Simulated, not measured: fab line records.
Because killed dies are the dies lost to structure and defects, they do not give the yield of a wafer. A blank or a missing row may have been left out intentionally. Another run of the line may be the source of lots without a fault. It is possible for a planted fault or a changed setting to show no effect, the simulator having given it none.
fab line records + flow sky130
[record]
- lots = 13
- wafers = 39
- last_day = 49
route steps=708 shown FIELD_ISO@28 NWELL@81 SONOS_TUNNEL@161 GATE_OXIDE@188 PAD_OPEN@708
lots that met no fault: from a run of the same line without faults
start_h: the number of hours between the record's first day and the start of the first shown wafer of the lot + wait_h: hours since the lot's step before + " same as the row above + L1.1+2: one row covering several wafers at once + - no value, or no start was given + * or withheld: withheld + < > ~ a bound
route shown NAME@n: NAME is a module with steps in the file, n the number in the route of the first one + usual: the fault-free wafers' mean and standard deviation + same: alike in all rows + chamber/n: place in a boat + sites: each site's reading + _std_site: standard deviation of those values + _edge_site: mean of outer sites minus mean of inner sites + radius_mm: for every site, how far away it sits from the centre of the wafer + mask NAME#n: copy n + behind: the tool/chamber that last shaped the wafer + hold: why the lot went on hold/how many hours it stayed there/how the hold came to an end + device: transistor that didn't switch, given as n, p or np + end of line: tests run on the same wafers once the route is complete + where a step has no rows: the recipe by itself + killed: at the first sort, the dies lost to defects and structure; wafer yield is something else + map: per-die view of a wafer (x killed, . not killed, _ where there is no die)
set.NAME: setting as actually run; set.NAME@STEP: the setting as run at that earlier step + model.NAME: the simulator's own value behind a step, which no gauge read
a sample of lots followed through the steps of the route, with each step as a table and each wafer as a row
services: the hour from which a tool's chamber was out of use, counted from the record's first day as start_h (under 0 if before that day), plus the number of hours and why
[[steps]]
[step SKY_FIELD_ISO_CMP_27]
[recipe]
- stop_on = Si3N4
- t_overpolish_s = 16
- down_force_psi = 4
- platen_rpm = 60
- target_thk_nm = 457.8
- pad_velocity_m_s = 0.94248
[usual]
- motor_current_A = 11.5/1.1
- overpolish_run_s = 16.000/0.0098
- time_to_endpoint_s = 112/3.3
| lot.wafer | tool   | chamber | start_h | wait_h | motor_current_A | overpolish_run_s | time_to_endpoint_s |
|-----------|--------|---------|---------|--------|-----------------|------------------|--------------------|
| L334.3    | cmp-01 | 1       | 39.04   | 0.0    | 10.1            | 15.991           | 115                |
| L334.4    | "      | 0       | "       | "      | 10.2            | 15.998           | 109                |
| L334.6    | "      | 2       | "       | "      | 12.2            | 16.001           | 116                |
| L335.1    | cmp-02 | 0       | 46.90   | 0.0    | 11.9            | 15.989           | 117                |
| L335.2    | "      | 1       | "       | "      | 12.0            | 15.984           | 115                |
| L335.3    | "      | 3       | "       | "      | 11.6            | 15.983           | 117                |
| L336.2    | cmp-01 | 1       | 52.52   | 0.1    | 9.8             | 15.999           | 117                |
| L336.4    | "      | 3       | "       | "      | 11.8            | 15.982           | 116                |
| L336.5    | "      | 1       | "       | "      | 9.9             | 16.013           | 120                |
| L337.2    | cmp-01 | 1       | 59.58   | 0.0    | 10.0            | 16.021           | 109                |
| L337.3    | "      | 2       | "       | "      | 12.1            | 16.013           | 109                |
| L337.4    | "      | 3       | "       | "      | 12.5            | 15.993           | 112                |
| L338.4    | cmp-01 | 3       | 61.14   | 0.0    | 11.8            | 16.012           | 112                |
| L338.6    | "      | 3       | "       | "      | 12.7            | 15.985           | 110                |
| L338.5    | "      | 0       | "       | "      | 9.9             | 16.013           | 110                |
| L339.2    | cmp-01 | 1       | 66.86   | 0.1    | 10.0            | 16.026           | 109                |
| L339.6    | "      | 0       | "       | "      | 9.8             | 16.000           | 104                |
| L339.5    | "      | 1       | "       | "      | 10.0            | 15.996           | 115                |
| L340.2    | cmp-02 | 1       | 70.65   | 0.0    | 11.6            | 15.989           | 111                |
| L340.4    | "      | 3       | "       | "      | 12.2            | 16.003           | 115                |
| L340.6    | "      | 1       | "       | "      | 12.1            | 15.987           | 118                |
| L342.3    | cmp-02 | 0       | 80.23   | 0.1    | 12.0            | 16.023           | 115                |
| L342.5    | "      | 2       | "       | "      | 12.2            | 16.005           | 113                |
| L342.6    | "      | 3       | "       | "      | 12.2            | 16.002           | 113                |
| L344.3    | cmp-02 | 1       | 90.89   | 0.0    | 11.3            | 15.985           | 114                |
| L344.2    | "      | 0       | "       | "      | 12.7            | 15.986           | 119                |
| L344.6    | "      | 1       | "       | "      | 11.9            | 15.999           | 113                |
| L345.3    | cmp-02 | 1       | 96.33   | 0.0    | 11.5            | 15.994           | 113                |
| L345.5    | "      | 1       | "       | "      | 11.3            | 16.005           | 115                |
| L345.6    | "      | 2       | "       | "      | 11.4            | 15.989           | 111                |
| L346.3    | cmp-02 | 1       | 101.65  | 0.1    | 11.6            | 16.003           | 107                |
| L346.2    | "      | 2       | "       | "      | 12.7            | 16.005           | 110                |
| L346.6    | "      | 3       | "       | "      | 12.1            | 16.017           | 106                |
| L350.1    | cmp-02 | 1       | 120.88  | 0.0    | 11.5            | 15.998           | 113                |
| L350.2    | "      | 2       | "       | "      | 12.1            | 16.010           | 112                |
| L350.6    | "      | 1       | "       | "      | 11.9            | 16.007           | 116                |
| L351.4    | cmp-01 | 0       | 126.03  | 0.0    | 9.6             | 15.995           | 111                |
| L351.1    | "      | 3       | "       | "      | 12.1            | 15.997           | 112                |
| L351.6    | "      | 0       | "       | "      | 10.0            | 16.003           | 106                |
[step SKY_NWELL_RTA_28]
[recipe]
- temp_c = 1050
- time_s = 30
- idle_temp_c = 650
- ramp_up_c_per_s = 150
- ramp_down_c_per_s = 90
- ambient = N2
[usual]
- lamp_power_pct = 25.31/0.053
- ramp_down_c_per_s = 89.998/0.016
- wafer_temp_C_max = 1054.8/0.89
| lot.wafer | tool          | chamber | start_h | wait_h | lamp_power_pct | ramp_down_c_per_s | wafer_temp_C_max |
|-----------|---------------|---------|---------|--------|----------------|-------------------|------------------|
| L334.3    | rtp_anneal-01 | 0       | 110.53  | 0.0    | 25.28          | 90.024            | 1054.3           |
| L334.4    | "             | 0       | "       | "      | 25.38          | 90.029            | 1055.7           |
| L334.6    | "             | 0       | "       | "      | 25.37          | 90.024            | 1054.7           |
| L335.1    | rtp_anneal-02 | 0       | 120.86  | 0.0    | 25.32          | 89.966            | 1054.2           |
| L335.2    | "             | 0       | "       | "      | 25.14          | 89.986            | 1054.0           |
| L335.3    | "             | 0       | "       | "      | 25.29          | 90.009            | 1055.3           |
| L336.2    | rtp_anneal-02 | 0       | 128.95  | 0.0    | 25.27          | 89.983            | 1053.6           |
| L336.4    | "             | 0       | "       | "      | 25.32          | 90.002            | 1054.5           |
| L336.5    | "             | 0       | "       | "      | 25.34          | 89.993            | 1055.4           |
| L338.4    | rtp_anneal-01 | 0       | 135.88  | 0.1    | 25.35          | 89.993            | 1055.3           |
| L338.5    | "             | 0       | "       | "      | 25.30          | 89.990            | 1054.5           |
| L338.6    | "             | 0       | "       | "      | 25.21          | 90.001            | 1057.0           |
| L337.2    | rtp_anneal-02 | 0       | 136.80  | 0.0    | 25.33          | 90.006            | 1055.0           |
| L337.3    | "             | 0       | "       | "      | 25.36          | 90.009            | 1055.5           |
| L337.4    | "             | 0       | "       | "      | 25.34          | 89.997            | 1053.0           |
| L339.2    | rtp_anneal-01 | 0       | 142.33  | 0.0    | 25.36          | 89.978            | 1054.4           |
| L339.5    | "             | 0       | "       | "      | 25.31          | 90.007            | 1055.5           |
| L339.6    | "             | 0       | "       | "      | 25.27          | 89.985            | 1054.3           |
| L340.2    | rtp_anneal-02 | 0       | 148.38  | 0.0    | 25.38          | 89.982            | 1053.4           |
| L340.4    | "             | 0       | "       | "      | 25.30          | 90.003            | 1054.0           |
| L340.6    | "             | 0       | "       | "      | 25.24          | 89.985            | 1055.9           |
| L342.3    | rtp_anneal-02 | 0       | 159.49  | 0.0    | 25.27          | 89.987            | 1054.7           |
| L342.5    | "             | 0       | "       | "      | 25.27          | 89.985            | 1054.5           |
| L342.6    | "             | 0       | "       | "      | 25.25          | 90.017            | 1053.6           |
| L344.2    | rtp_anneal-01 | 0       | 171.40  | 0.0    | 25.35          | 90.016            | 1053.1           |
| L344.3    | "             | 0       | "       | "      | 25.38          | 90.005            | 1054.8           |
| L344.6    | "             | 0       | "       | "      | 25.29          | 89.986            | 1053.6           |
| L345.3    | rtp_anneal-01 | 0       | 177.51  | 0.0    | 25.26          | 90.009            | 1054.8           |
| L345.5    | "             | 0       | "       | "      | 25.31          | 89.985            | 1053.8           |
| L345.6    | "             | 0       | "       | "      | 25.31          | 89.988            | 1054.6           |
| L346.2    | rtp_anneal-02 | 0       | 183.06  | 0.0    | 25.34          | 89.973            | 1056.0           |
| L346.3    | "             | 0       | "       | "      | 25.26          | 89.997            | 1054.6           |
| L346.6    | "             | 0       | "       | "      | 25.23          | 90.019            | 1053.6           |
| L350.1    | rtp_anneal-02 | 0       | 205.40  | 0.0    | 25.33          | 89.998            | 1054.4           |
| L350.2    | "             | 0       | "       | "      | 25.25          | 89.991            | 1056.7           |
| L350.6    | "             | 0       | "       | "      | 25.37          | 89.994            | 1054.0           |
| L351.1    | rtp_anneal-01 | 0       | 212.65  | 0.0    | 25.32          | 89.989            | 1054.1           |
| L351.4    | "             | 0       | "       | "      | 25.33          | 90.007            | 1053.8           |
| L351.6    | "             | 0       | "       | "      | 25.17          | 90.005            | 1054.9           |
[step SKY_SONOS_TUNNEL_CD_MEAS_07]
[recipe]
- target_cd_nm = 410
[usual]
- cd_nm = 409.2/1.9
| lot.wafer | tool      | chamber | start_h | wait_h | cd_nm |
|-----------|-----------|---------|---------|--------|-------|
| L334.3    | cd_sem-01 | -       | 257.89  | 0.1    | 408.4 |
| L334.4    | "         | -       | "       | "      | 407.9 |
| L334.6    | "         | -       | "       | "      | 407.8 |
| L335.1    | cd_sem-02 | -       | 271.73  | 0.1    | 408.8 |
| L335.2    | "         | -       | "       | "      | 408.3 |
| L335.3    | "         | -       | "       | "      | 408.0 |
| L336.2    | cd_sem-01 | -       | 282.92  | 0.1    | 408.1 |
| L336.4    | "         | -       | "       | "      | 409.4 |
| L336.5    | "         | -       | "       | "      | 408.5 |
| L338.4    | cd_sem-01 | -       | 289.71  | 0.1    | 409.0 |
| L338.5    | "         | -       | "       | "      | 409.4 |
| L338.6    | "         | -       | "       | "      | 409.9 |
| L337.2    | cd_sem-02 | -       | 291.95  | 0.1    | 405.8 |
| L337.3    | "         | -       | "       | "      | 405.3 |
| L337.4    | "         | -       | "       | "      | 405.7 |
| L339.2    | cd_sem-01 | -       | 299.12  | 0.1    | 408.1 |
| L339.5    | "         | -       | "       | "      | 409.4 |
| L339.6    | "         | -       | "       | "      | 409.6 |
| L340.2    | cd_sem-02 | -       | 307.82  | 0.1    | 408.7 |
| L340.4    | "         | -       | "       | "      | 408.3 |
| L340.6    | "         | -       | "       | "      | 408.0 |
| L342.3    | cd_sem-01 | -       | 321.79  | 0.1    | 411.2 |
| L342.5    | "         | -       | "       | "      | 410.2 |
| L342.6    | "         | -       | "       | "      | 408.6 |
| L344.2    | cd_sem-01 | -       | 337.82  | 0.1    | 408.7 |
| L344.3    | "         | -       | "       | "      | 407.7 |
| L344.6    | "         | -       | "       | "      | 410.5 |
| L345.3    | cd_sem-01 | -       | 345.24  | 0.1    | 410.1 |
| L345.5    | "         | -       | "       | "      | 412.0 |
| L345.6    | "         | -       | "       | "      | 410.5 |
| L346.2    | cd_sem-02 | -       | 354.37  | 0.1    | 408.0 |
| L346.3    | "         | -       | "       | "      | 407.3 |
| L346.6    | "         | -       | "       | "      | 409.0 |
| L350.1    | cd_sem-02 | -       | 383.03  | 0.1    | 408.4 |
| L350.2    | "         | -       | "       | "      | 408.1 |
| L350.6    | "         | -       | "       | "      | 409.4 |
| L351.1    | cd_sem-01 | -       | 390.05  | 0.1    | 413.0 |
| L351.4    | "         | -       | "       | "      | 411.1 |
| L351.6    | "         | -       | "       | "      | 410.9 |
[step SKY_GATE_OXIDE_OXIDATION_01]
[recipe]
- temp_c = 900
- ambient = O2
- stabilise_s = 600
- purge_s = 300
- target_thk_a = 102.68
- ox_time_s = 1473
[usual]
- spike_tc_top_C = 910/3.8
- stabilise_s = 600/0
[same]
- ox_time_s = 1473
| lot.wafer | tool       | chamber | start_h | wait_h | spike_tc_top_C | stabilise_s |
|-----------|------------|---------|---------|--------|----------------|-------------|
| L334.3    | furnace-01 | 0       | 287.69  | 1.2    | 905            | 600         |
| L334.4    | "          | 0       | "       | "      | 908            | 600         |
| L334.6    | "          | 0       | "       | "      | 907            | 600         |
| L335.1    | furnace-01 | 0       | 304.18  | 0.0    | 907            | 600         |
| L335.2    | "          | 0       | "       | "      | 906            | 600         |
| L335.3    | "          | 0       | "       | "      | 908            | 600         |
| L336.2    | furnace-01 | 0       | 317.90  | 2.4    | 907            | 600         |
| L336.4    | "          | 0       | "       | "      | 907            | 600         |
| L336.5    | "          | 0       | "       | "      | 905            | 600         |
| L337.2    | furnace-02 | 0       | 324.00  | 0.1    | 914            | 600         |
| L337.3    | "          | 0       | "       | "      | 916            | 600         |
| L337.4    | "          | 0       | "       | "      | 914            | 600         |
| L338.4    | furnace-02 | 0       | 324.00  | 0.7    | 913            | 600         |
| L338.5    | "          | 0       | "       | "      | 916            | 600         |
| L338.6    | "          | 0       | "       | "      | 915            | 600         |
| L339.2    | furnace-02 | 0       | 333.74  | 3.2    | 914            | 600         |
| L339.5    | "          | 0       | "       | "      | 917            | 600         |
| L339.6    | "          | 0       | "       | "      | 916            | 600         |
| L340.2    | furnace-02 | 0       | 346.63  | 0.4    | 913            | 600         |
| L340.4    | "          | 0       | "       | "      | 914            | 600         |
| L340.6    | "          | 0       | "       | "      | 915            | 600         |
| L342.3    | furnace-02 | 0       | 357.91  | 1.4    | 915            | 600         |
| L342.5    | "          | 0       | "       | "      | 914            | 600         |
| L342.6    | "          | 0       | "       | "      | 915            | 600         |
| L344.2    | furnace-02 | 0       | 374.37  | 0.0    | 914            | 600         |
| L344.3    | "          | 0       | "       | "      | 915            | 600         |
| L344.6    | "          | 0       | "       | "      | 915            | 600         |
| L345.3    | furnace-01 | 0       | 382.54  | 3.5    | 906            | 600         |
| L345.5    | "          | 0       | "       | "      | 907            | 600         |
| L345.6    | "          | 0       | "       | "      | 907            | 600         |
| L346.2    | furnace-01 | 0       | 389.53  | 0.4    | 908            | 600         |
| L346.3    | "          | 0       | "       | "      | 906            | 600         |
| L346.6    | "          | 0       | "       | "      | 908            | 600         |
| L350.1    | furnace-02 | 0       | 423.03  | 0.1    | 913            | 5400        |
| L350.2    | "          | 0       | "       | "      | 914            | 5400        |
| L350.6    | "          | 0       | "       | "      | 916            | 5400        |
| L351.1    | furnace-02 | 0       | 427.92  | 0.0    | 914            | 5400        |
| L351.4    | "          | 0       | "       | "      | 915            | 5400        |
| L351.6    | "          | 0       | "       | "      | 914            | 5400        |
[step SKY_PAD_OPEN_PROBE_99]
[usual]
- killed_at_M0_to_M3 = 43/6.9
- killed_at_M4_up = 3.1/1.8
- killed_at_contacts = 24/5.1
- killed_at_front_end = 15/4.8
- killed_at_other = 0.3/0.48
- killed_dies = 86/8.9
- killed_open = 47/6.8
- killed_short = 39/6.3
[same]
- gross_dies = 492
- killed_at_back_side = 0
| lot.wafer | tool      | chamber | start_h | wait_h | killed_at_M0_to_M3 | killed_at_M4_up | killed_at_contacts | killed_at_front_end | killed_at_other | killed_dies | killed_open | killed_short |
|-----------|-----------|---------|---------|--------|--------------------|-----------------|--------------------|---------------------|-----------------|-------------|-------------|--------------|
| L340.2    | prober-01 | -       | 1126.33 | 0.1    | 48                 | 3               | 24                 | 22                  | 0               | 97          | 54          | 43           |
| L340.4    | prober-01 | -       | 1126.43 | 0.2    | 46                 | 6               | 35                 | 27                  | 0               | 114         | 68          | 46           |
| L340.6    | prober-01 | -       | 1126.53 | 0.2    | 41                 | 8               | 36                 | 11                  | 0               | 96          | 51          | 45           |
| L346.2    | prober-01 | -       | 1154.38 | 0.1    | 41                 | 1               | 16                 | 17                  | 1               | 76          | 46          | 30           |
| L346.3    | prober-01 | -       | 1154.43 | 0.2    | 60                 | 1               | 18                 | 18                  | 0               | 97          | 59          | 38           |
| L346.6    | prober-01 | -       | 1154.58 | 0.2    | 43                 | 2               | 33                 | 12                  | 1               | 91          | 54          | 37           |
// killed by level:class
L340.2 CONTACT:geometric_particle:open=12 VIA1:geometric_particle:open=11 METAL2:geometric_particle:short=7 VIA3:geometric_particle:open=7 FIELD_ISO:geometric_particle:open=6 LI_CONTACT:geometric_particle:open=5 VIA2:geometric_particle:open=5 FIELD_ISO:geometric_particle:short=4
L340.4 VIA1:geometric_particle:open=18 CONTACT:geometric_particle:open=13 LI_CONTACT:geometric_particle:open=13 POLY_GATE:geometric_particle:short=6 VIA2:geometric_particle:open=6 METAL4:geometric_particle:short=6 FIELD_ISO:geometric_particle:short=5 SPACER:geometric_particle:open=5
L340.6 VIA1:geometric_particle:open=15 CONTACT:geometric_particle:open=10 LI_CONTACT:geometric_particle:open=9 LOCAL_INTERCONNECT:geometric_particle:short=9 METAL4:geometric_particle:short=8 METAL1:geometric_particle:short=7 VIA3:geometric_particle:open=7 VIA1:geometric_particle:short=5
L346.2 VIA1:geometric_particle:open=9 VIA2:geometric_particle:open=9 POLY_GATE:geometric_particle:open=7 LI_CONTACT:geometric_particle:open=6 CONTACT:geometric_particle:open=5 VIA1:geometric_particle:short=5 METAL2:geometric_particle:short=5 VIA3:geometric_particle:open=5
L346.3 VIA1:geometric_particle:open=12 VIA2:geometric_particle:open=11 VIA3:geometric_particle:open=8 POLY_GATE:geometric_particle:short=7 CONTACT:geometric_particle:open=7 METAL1:geometric_particle:short=6 LI_CONTACT:geometric_particle:open=6 FIELD_ISO:geometric_particle:open=4
L346.6 CONTACT:geometric_particle:open=15 VIA1:geometric_particle:open=11 VIA2:geometric_particle:open=9 FIELD_ISO:geometric_particle:short=6 LI_CONTACT:geometric_particle:open=6 LOCAL_INTERCONNECT:geometric_particle:short=6 VIA3:geometric_particle:open=5 FIELD_ISO:geometric_particle:open=4
[[services]]
| tool          | chamber | start_h | hours | kind   |
|---------------|---------|---------|-------|--------|
| cmp-02        | -       | 43.43   | 1.3   | repair |
| rtp_anneal-02 | -       | 49.87   | 64.9  | pm     |
| cmp-01        | -       | 60.39   | 0.4   | repair |
| cmp-02        | -       | 64.00   | 4.0   | pm     |
| cmp-02        | -       | 77.90   | 0.8   | repair |
| cmp-01        | -       | 78.58   | 33.0  | repair |
| cmp-02        | -       | 113.84  | 0.7   | repair |
| cmp-02        | -       | 126.30  | 27.3  | pm     |
| cmp-02        | -       | 159.21  | 3.0   | pm     |
| furnace-02    | -       | 160.87  | 2.9   | pm     |
| cmp-02        | -       | 166.77  | 1.2   | repair |
| cmp-02        | -       | 176.69  | 0.5   | repair |
| cmp-01        | -       | 185.65  | 4.2   | pm     |
| cmp-02        | -       | 191.27  | 0.4   | repair |
| furnace-02    | -       | 230.24  | 2.8   | pm     |
| cmp-02        | -       | 263.23  | 2.3   | repair |
| cmp-02        | -       | 275.51  | 5.0   | pm     |
| cmp-02        | -       | 290.82  | 3.0   | repair |
| furnace-02    | -       | 310.38  | 5.2   | repair |
| rtp_anneal-02 | -       | 315.56  | 47.0  | pm     |
| furnace-02    | -       | 329.23  | 4.5   | pm     |
| cmp-02        | -       | 399.42  | 0.7   | repair |
| cmp-02        | -       | 404.00  | 4.0   | pm     |
| rtp_anneal-02 | -       | 422.17  | 3.4   | pm     |
[[key]]
[first_sign]
- step = SKY_GATE_OXIDE_OXIDATION_01
- reading = stabilise_s
- direction = up
- sigmas = 99+
- usual = 600
- struck = 5400
effect none on later readings
met_at SKY_GATE_OXIDE_OXIDATION_01
struck_lots L350,L351
tester_left_out L350,L351
not_acting_at SKY_FIELD_ISO_CMP_27,SKY_NWELL_RTA_28,SKY_SONOS_TUNNEL_CD_MEAS_07
onset_between 374.37 423.03
[fault]
- kind = process_parameter_drift
- tool = furnace-02
- chamber = -
- onset_h = 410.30
- steps = SKY_GATE_OXIDE_OXIDATION_01
- channel = stabilise_s
- offset = 4800
- shape = step
- end_h = 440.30
- acts_in = these_recipes_only
- stated = 600
// tester_left_out: of these lots the tester's yield and bins aren't shown, on N5 and GAA mostly nor the transistor test; their killed dies are dies lost to structure and defects alone, not to doping, threshold or leakage, so they don't give the yield
